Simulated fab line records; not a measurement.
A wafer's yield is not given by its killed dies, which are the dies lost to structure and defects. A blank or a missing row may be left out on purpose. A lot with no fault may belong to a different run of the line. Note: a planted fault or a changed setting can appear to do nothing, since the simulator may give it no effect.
Lot-split experiment    flow sfq-line    5 lots, 23 wafers read, on a route of 325 steps

## THE SPLIT
At SFQ_TRILAYER_I7_CMP_CMP_184 (polishes SiO2), the setting leave-above-ref-nm was moved away from the recipe's 200 nm on 9 of the 23 wafers read, by -4.4% to +7.1%. For the rest of the wafers, this setting stayed at what the recipe calls for.

## FROM THE SPLIT TO THE READING: what the file shows between them, 4 steps
- SFQ_TRILAYER_I7_METRO_MEASURE_185
- SFQ_TRILAYER_I7_VIA_LITHO_COAT_192: resist thk 62 nm
- SFQ_TRILAYER_I7_VIA_LITHO_COAT_187: resist thk 650 nm
- SFQ_TRILAYER_I7_VIA_BARC_OPEN_VIA_ETCH_260: etches BARC in O2, target depth 125 nm, time 41.7 s

## THE READING
oes-product-au, in a.u., at SFQ_TRILAYER_I7_VIA_ETCH_VIA_ETCH_190 (etches SiO2 in CHF3, stops on Nb, target depth 260 nm). Typical for fault-free wafers on this fab line: 0.855 a.u., with standard deviation 0.0064 a.u.

wafer   tool, chamber at the split  leave-above-ref-nm as run, nm  against the recipe  oes-product-au, a.u.  against lot-mates on the recipe
L075.2  cmp-02, 1                   200                            recipe              0.851                 -
L075.5  cmp-02, 2                   200                            recipe              0.857                 -
L075.6  cmp-02, 3                   200                            recipe              0.861                 -
L078.1  cmp-02, 2                   200                            recipe              0.863                 -
L078.2  cmp-02, 0                   200                            recipe              0.846                 -
L078.3  cmp-02, 1                   200                            recipe              0.850                 -
L078.4  cmp-02, 3                   200                            recipe              0.859                 -
L078.5  cmp-02, 2                   200                            recipe              0.857                 -
L081.1  cmp-01, 2                   200                            recipe              0.866                 -
L081.2  cmp-01, 1                   200                            recipe              0.856                 -
L081.3  cmp-01, 0                   191.1                          -4.4%               0.837                 -0.024
L081.4  cmp-01, 3                   191.1                          -4.4%               0.829                 -0.032
L081.5  cmp-01, 3                   191.1                          -4.4%               0.833                 -0.028
L083.2  cmp-02, 2                   200                            recipe              0.864                 -
L083.3  cmp-02, 0                   214.2                          +7.1%               0.881                 +0.020
L083.4  cmp-02, 3                   214.2                          +7.1%               0.896                 +0.035
L083.5  cmp-02, 3                   214.2                          +7.1%               0.889                 +0.028
L083.6  cmp-02, 0                   200                            recipe              0.858                 -
L085.1  cmp-01, 1                   200                            recipe              0.846                 -
L085.2  cmp-01, 0                   212.1                          +6.0%               0.888                 +0.037
L085.3  cmp-01, 3                   212.1                          +6.0%               0.881                 +0.030
L085.5  cmp-01, 0                   200                            recipe              0.857                 -
L085.6  cmp-01, 1                   212.1                          +6.0%               0.887                 +0.036

THE FIT
A straight line over all 23 wafers: oes-product-au changes by +0.0048 a.u. for each +1% of leave-above-ref-nm; r = +0.95; the points scatter about the line by 0.0058 a.u.
The same after taking each lot's own level away (the mean of its wafers on the recipe; 23 wafers): +0.00503 a.u. for each +1%; r = +0.95; scatter 0.0063 a.u.
The reading moves by 0.036 a.u. for the largest change in leave-above-ref-nm, on that fit.
Across the lots, their own levels run from 0.8515 to 0.8610 a.u., a range of 1.5 times the standard deviation given above.
The two slopes agree, so the slope changes little with the lot-to-lot level.
Check: for one of the wafers moved furthest among these (+7.1%), held out of the fit, the line's prediction against its lot-mates is +0.0372 a.u. It came out at +0.02 a.u. against them.

## OTHER SPLITS APPLIED TO THESE WAFERS
Note: prior to the reading, these wafers also went through further splits. Each is held against what the fit with the lots' levels taken away leaves over:
other split on the same wafers                wafers away from the commonest value  r with oes-product-au (lot level and that fit taken away)
SFQ_TRILAYER_I6_DEP_PECVD_165 time-s          9                                     +0.31
SFQ_TRILAYER_I6_VIA_LITHO_EXPOSE_170 dose-mj  9                                     +0.00
SFQ_TRILAYER_M7_ETCH_METAL_ETCH_180 icp-w     9                                     -0.05

## THE WHOLE CHAIN: every reading that the file lists as answering this split, in the file's order
step                                   what it does                                           reading                                                                                    change (the file's fit)                    r (the file's)
SFQ_TRILAYER_I7_CMP_CMP_184            polishes SiO2                                          SiO2_of_TRILAYER_I7_DEP_PECVD_183.thk-nm (the simulator's own value, which no gauge read)  +2.12 nm for each +1% of the setting       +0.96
SFQ_TRILAYER_I7_METRO_MEASURE_185                                                             thk-nm                                                                                     +2.13 nm for each +1% of the setting       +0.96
SFQ_TRILAYER_I7_VIA_ETCH_VIA_ETCH_190  etches SiO2 in CHF3, stops on Nb, target depth 260 nm  oes-product-au                                                                             +0.00499 a.u. for each +1% of the setting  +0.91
SFQ_TRILAYER_I7_VIA_ETCH_VIA_ETCH_190  etches SiO2 in CHF3, stops on Nb, target depth 260 nm  etch.depth-nm (the simulator's own value, which no gauge read)                             +2.11 nm for each +1% of the setting       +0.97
SFQ_TRILAYER_I7_VIA_ETCH_VIA_ETCH_190  etches SiO2 in CHF3, stops on Nb, target depth 260 nm  I7.feature-depth-nm (the simulator's own value, which no gauge read)                       +2.12 nm for each +1% of the setting       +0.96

## THE FILE'S OWN FIT
oes-product-au changes by +0.00499 a.u. for each +1% of leave-above-ref-nm, r = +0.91.
